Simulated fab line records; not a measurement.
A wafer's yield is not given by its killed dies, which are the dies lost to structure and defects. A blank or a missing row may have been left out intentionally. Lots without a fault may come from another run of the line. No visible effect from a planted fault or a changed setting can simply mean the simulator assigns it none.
Check for tools in common / flow gf180mcu / Lots sampled 14, wafers sampled 42

WHY THIS WAS OPENED
2 of 14 lots carry a flag on the reading HV_LDD_CVD_54_THK at GF_HV_LDD_THK_MEAS_55. Wafers without a fault read 9.91 nm, standard deviation 0.15.
Rule: a lot is flagged when every wafer of it that has a number lies more than 4 standard deviations from that mean, or none has a number. As for the other lots, they are considered sound.

lot=L685; measured=day 13 00:23; on=film-metro-03; HV_LDD_CVD_54_THK (nm), wafer by wafer=9.91 9.96 10.13; flag=
lot=L686; measured=day 13 02:38; on=film-metro-01; HV_LDD_CVD_54_THK (nm), wafer by wafer=10.00 9.93 9.88; flag=
lot=L688; measured=day 13 23:28; on=film-metro-02; HV_LDD_CVD_54_THK (nm), wafer by wafer=10.05 9.96 9.92; flag=
lot=L690; measured=day 14 02:59; on=film-metro-03; HV_LDD_CVD_54_THK (nm), wafer by wafer=9.94 9.94 9.99; flag=
lot=L692; measured=day 15 02:29; on=film-metro-02; HV_LDD_CVD_54_THK (nm), wafer by wafer=9.83 10.04 9.98; flag=
lot=L693; measured=day 15 03:32; on=film-metro-03; HV_LDD_CVD_54_THK (nm), wafer by wafer=9.91 9.97 9.85; flag=
lot=L695; measured=day 15 13:48; on=film-metro-02; HV_LDD_CVD_54_THK (nm), wafer by wafer=9.87 9.68 9.81; flag=
lot=L696; measured=day 16 05:11; on=film-metro-03; HV_LDD_CVD_54_THK (nm), wafer by wafer=9.74 9.73 9.60; flag=
lot=L698; measured=day 16 23:52; on=film-metro-01; HV_LDD_CVD_54_THK (nm), wafer by wafer=6.67 6.82 6.76; flag=FLAGGED
lot=L700; measured=day 17 13:25; on=film-metro-02; HV_LDD_CVD_54_THK (nm), wafer by wafer=6.41 6.61 6.62; flag=FLAGGED
lot=L704; measured=day 19 02:27; on=film-metro-02; HV_LDD_CVD_54_THK (nm), wafer by wafer=9.67 9.82 9.64; flag=
lot=L706; measured=day 19 09:59; on=film-metro-03; HV_LDD_CVD_54_THK (nm), wafer by wafer=9.84 9.86 9.91; flag=
lot=L707; measured=day 19 16:43; on=film-metro-02; HV_LDD_CVD_54_THK (nm), wafer by wafer=9.94 9.96 9.89; flag=
lot=L708; measured=day 20 03:47; on=film-metro-03; HV_LDD_CVD_54_THK (nm), wafer by wafer=9.98 10.06 9.94; flag=
Average over the flagged lots: 6.65 nm; offset from the usual -3.26 nm, equal to -22 standard deviations.

LOT BY LOT: THE TOOL USED
The record keeps 1 process step preceding the reading, out of 602 steps on the route. Every cell lists first the tool, next ch and the chambers used by the sampled wafers, and last the start.
lot=L685; flag=; GF_HV_LDD_CVD_54=lpcvd-01 ch 0, day 12 22:04
lot=L686; flag=; GF_HV_LDD_CVD_54=lpcvd-02 ch 0, day 13 01:36
lot=L688; flag=; GF_HV_LDD_CVD_54=lpcvd-01 ch 1, day 13 21:56
lot=L690; flag=; GF_HV_LDD_CVD_54=lpcvd-02 ch 0, day 14 01:58
lot=L692; flag=; GF_HV_LDD_CVD_54=lpcvd-02 ch 0, day 15 01:28
lot=L693; flag=; GF_HV_LDD_CVD_54=lpcvd-02 ch 1, day 15 02:29
lot=L695; flag=; GF_HV_LDD_CVD_54=lpcvd-01 ch 0, day 15 12:16
lot=L696; flag=; GF_HV_LDD_CVD_54=lpcvd-01 ch 0, day 16 04:10
lot=L698; flag=FLAGGED; GF_HV_LDD_CVD_54=lpcvd-01 ch 1, day 16 22:51
lot=L700; flag=FLAGGED; GF_HV_LDD_CVD_54=lpcvd-01 ch 0, day 17 12:23
lot=L704; flag=; GF_HV_LDD_CVD_54=lpcvd-02 ch 1, day 19 01:26
lot=L706; flag=; GF_HV_LDD_CVD_54=lpcvd-02 ch 1, day 19 08:58
lot=L707; flag=; GF_HV_LDD_CVD_54=lpcvd-02 ch 0, day 19 15:41
lot=L708; flag=; GF_HV_LDD_CVD_54=lpcvd-01 ch 1, day 20 02:46
What is done by these steps:
- GF_HV_LDD_CVD_54: deposits SiO2 from TEOS, target thk 10 nm, time 75 s.
- GF_HV_LDD_THK_MEAS_55

FLAGGED AGAINST TOTAL, ONE TOOL AT A TIME (gauges that did the reading follow at the end)
step=GF_HV_LDD_CVD_54; tool=lpcvd-01; lots run=7; flagged=2; share of the flagged lots=all; sound lots run after its first flagged lot=1 (L708)
step=GF_HV_LDD_CVD_54; tool=lpcvd-02; lots run=7; flagged=0; share of the flagged lots=none; sound lots run after its first flagged lot=-
step=GF_HV_LDD_THK_MEAS_55; tool=film-metro-01; lots run=2; flagged=1; share of the flagged lots=some; sound lots run after its first flagged lot=0
step=GF_HV_LDD_THK_MEAS_55; tool=film-metro-02; lots run=6; flagged=1; share of the flagged lots=some; sound lots run after its first flagged lot=2 (L704,L707)
step=GF_HV_LDD_THK_MEAS_55; tool=film-metro-03; lots run=6; flagged=0; share of the flagged lots=none; sound lots run after its first flagged lot=-

WHAT THE TABLE PERMITS
Rows of the table that ran each flagged lot: 1, that is lpcvd-01 at GF_HV_LDD_CVD_54.
- lpcvd-01 at GF_HV_LDD_CVD_54 ran 7 lots, 2 of them flagged. Lots that were sound ran on it after the first flagged one (L708); a persistent fault on the entire tool would not allow that.
Every row of the table either missed a flagged lot or ran a sound lot after the first.

WHAT WAS PUT IN BY THE SIMULATOR
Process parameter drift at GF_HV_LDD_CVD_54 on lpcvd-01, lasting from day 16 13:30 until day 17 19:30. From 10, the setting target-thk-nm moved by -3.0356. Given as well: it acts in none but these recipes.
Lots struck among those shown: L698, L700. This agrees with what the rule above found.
